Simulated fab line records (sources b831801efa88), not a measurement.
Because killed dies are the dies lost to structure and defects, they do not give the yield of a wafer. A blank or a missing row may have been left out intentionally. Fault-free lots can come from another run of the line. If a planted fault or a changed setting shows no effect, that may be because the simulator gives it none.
Which tool did it?	flow sky130	36 wafers sampled from 12 lots at 1 step of a route of 708

== WHAT THE GAUGES READ, wafer by wafer ==
SKY_POLY_CUT_OVL_MEAS_09.
lot	measured	on	POLY_CUT_OVL (nm)
L076	day 25 18:02	overlay-02	-4 1 0
L077	day 25 18:28	overlay-01	-10 -7 -13
L079	day 25 20:19	overlay-02	-1 1 4
L081	day 26 22:31	overlay-01	4 1 -1
L083	day 27 09:49	overlay-01	0 0 0
L084	day 28 00:13	overlay-02	-2 -6 -6
L087	day 28 14:55	overlay-02	1 5 1
L089	day 29 06:50	overlay-02	2 3 1
L091	day 30 03:34	overlay-02	-1 -4 -3
L093	day 30 20:40	overlay-01	-5 -5 -3
L095	day 31 10:19	overlay-01	4 1 7
L097	day 32 01:53	overlay-02	-3 -5 -6

== WHAT TOOL EACH LOT RAN ON (gives the tool, then ch and the chambers of the sampled wafers, and finally the start) ==
There is no process step in the record ahead of these readings.

== THE ANSWER, worked out from the rows above alone ==
Rule: the usual values come from the lots themselves. The widest of any qualifying gaps counts: lots, ordered by their means at a reading, are off when they make up no more than a third of the lots, leave a main group of 4 or more, and stand apart from it by 3 or more times the standard deviation of that group's means. A main group is skipped when, at the precision printed for the reading in the tables above, its means are all equal. A lot without any number at a reading at which 4 lots or more have one is off too. All remaining lots with rows at the step are treated as sound.
No lot is off at any reading shown: from this, nothing can be told.

== WHAT THE SIMULATOR HAD PUT IN ==
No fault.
